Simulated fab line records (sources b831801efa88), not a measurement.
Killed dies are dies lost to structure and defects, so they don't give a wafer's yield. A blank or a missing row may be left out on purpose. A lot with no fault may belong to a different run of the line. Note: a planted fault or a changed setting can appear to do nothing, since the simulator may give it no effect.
Tool commonality check    flow gf180mcu    39 wafers sampled across 13 lots

## REASON IT WAS OPENED
3 of 13 lots carry a flag on the reading DUAL_GATE_OXIDATION_00_THK at GF_DUAL_GATE_THK_MEAS_03. Fault-free wafers read 10.94 nm, with a standard deviation of 0.23.
Rule: a lot is flagged in two cases, either no wafer of it has a number, or all its wafers with numbers fall more than 4 standard deviations from that mean. As for the other lots, they are considered sound.

lot   measured      on             DUAL_GATE_OXIDATION_00_THK (nm), wafer by wafer  flag
L156  day 7 18:58   film_metro-03  11.23 11.26 11.34                                
L157  day 8 00:02   film_metro-03  10.99 10.92 11.18                                
L159  day 8 13:09   film_metro-02  17.48 17.42 17.44                                FLAGGED
L160  day 8 20:40   film_metro-03  10.93 10.99 11.17                                
L161  day 9 00:40   film_metro-02  11.15 11.19 11.25                                
L162  day 9 10:34   film_metro-02  18.03 18.32 17.69                                FLAGGED
L166  day 10 11:20  film_metro-04  11.44 11.22 11.19                                
L167  day 11 00:07  film_metro-03  17.02 17.26 17.47                                FLAGGED
L169  day 11 08:02  film_metro-03  10.77 10.66 10.59                                
L170  day 11 13:02  film_metro-02  10.96 10.87 11.01                                
L171  day 11 21:08  film_metro-03  10.92 11.29 10.92                                
L173  day 12 12:25  film_metro-04  10.54 10.80 10.82                                
L175  day 12 23:44  film_metro-02  11.10 10.87 11.02                                
The mean of the flagged lots' numbers is 17.57 nm, +6.63 nm from the usual (+29 standard deviations).

## LOT BY LOT: THE TOOL USED
2 process steps preceding the reading are held in the record, out of 602 steps in the route. In each cell: the tool, then ch and the chambers that the sampled wafers went through, then the start.
lot   flag     GF_VT_IMPLANT_STRIP_20                GF_DUAL_GATE_OXIDATION_02
L156           plasma_asher-01 ch 0,1, day 6 08:50   furnace-01 ch 0, day 7 17:31
L157           plasma_asher-01 ch 0,1, day 6 12:06   furnace-02 ch 0, day 7 22:35
L159  FLAGGED  plasma_asher-03 ch 0,1, day 7 01:05   furnace-02 ch 0, day 8 10:05 and furnace-01 ch 0, day 8 11:43
L160           plasma_asher-03 ch 0,1, day 7 09:32   furnace-02 ch 0, day 8 19:13
L161           plasma_asher-03 ch 0,1, day 7 13:26   furnace-01 ch 0, day 8 23:12
L162  FLAGGED  plasma_asher-04 ch 0, day 7 19:09     furnace-01 ch 0, day 9 06:19 and furnace-02 ch 0, day 9 09:07
L166           plasma_asher-03 ch 0,1, day 8 22:24   furnace-02 ch 0, day 10 09:53
L167  FLAGGED  plasma_asher-01 ch 0, day 9 07:17     furnace-02 ch 0, day 10 20:59 and furnace-01 ch 0, day 10 22:35
L169           plasma_asher-03 ch 0,1, day 9 16:17   furnace-02 ch 0, day 11 06:36
L170           plasma_asher-03 ch 0,1, day 9 22:02   furnace-02 ch 0, day 11 11:34
L171           plasma_asher-01 ch 0,1, day 10 05:17  furnace-01 ch 0, day 11 19:40
L173           plasma_asher-03 ch 0,1, day 10 19:59  furnace-01 ch 0, day 12 10:58
L175           plasma_asher-03 ch 0,1, day 11 06:17  furnace-02 ch 0, day 12 22:17
What the steps here do:
- GF_VT_IMPLANT_STRIP_20: strips in O2/N2.
- GF_DUAL_GATE_OXIDATION_02: stabilise 600 s, purge 300 s, target thk 10.887 nm.
- GF_DUAL_GATE_THK_MEAS_03

## FLAGGED AGAINST TOTAL, ONE TOOL AT A TIME (gauges that did the reading follow at the end)
step                       tool             lots run  flagged  share of the flagged lots  sound lots run after its first flagged lot
GF_VT_IMPLANT_STRIP_20     plasma_asher-01  4         1        some                       1 (L171)
GF_VT_IMPLANT_STRIP_20     plasma_asher-03  8         1        some                       7 (L160,L161,L166,L169,L170,L173,L175)
GF_VT_IMPLANT_STRIP_20     plasma_asher-04  1         1        some                       0
GF_DUAL_GATE_OXIDATION_02  furnace-01       7         3        all                        3 (L161,L171,L173)
GF_DUAL_GATE_OXIDATION_02  furnace-02       9         3        all                        5 (L160,L166,L169,L170,L175)
GF_DUAL_GATE_THK_MEAS_03   film_metro-02    5         2        some                       3 (L161,L170,L175)
GF_DUAL_GATE_THK_MEAS_03   film_metro-03    6         1        some                       2 (L169,L171)
GF_DUAL_GATE_THK_MEAS_03   film_metro-04    2         0        none                       -

## WHAT IS ALLOWED BY THE TABLE
Rows of the table that ran all the flagged lots, 2 in number: furnace-01 at GF_DUAL_GATE_OXIDATION_02; furnace-02 at GF_DUAL_GATE_OXIDATION_02.
- furnace-01 at GF_DUAL_GATE_OXIDATION_02 ran 7 lots, 3 of them flagged. Lots that were sound ran on it after the first flagged one (L161, L171, L173); a persistent fault on the entire tool would not allow that.
- furnace-02 at GF_DUAL_GATE_OXIDATION_02 ran 9 lots, 3 of them flagged. Lots that were sound ran on it after the first flagged one (L160, L166, L169, L170, L175); a persistent fault on the entire tool would not allow that.
No row of the table ran every flagged lot and no sound lot after the first.

## WHAT THE SIMULATOR HAD PUT IN
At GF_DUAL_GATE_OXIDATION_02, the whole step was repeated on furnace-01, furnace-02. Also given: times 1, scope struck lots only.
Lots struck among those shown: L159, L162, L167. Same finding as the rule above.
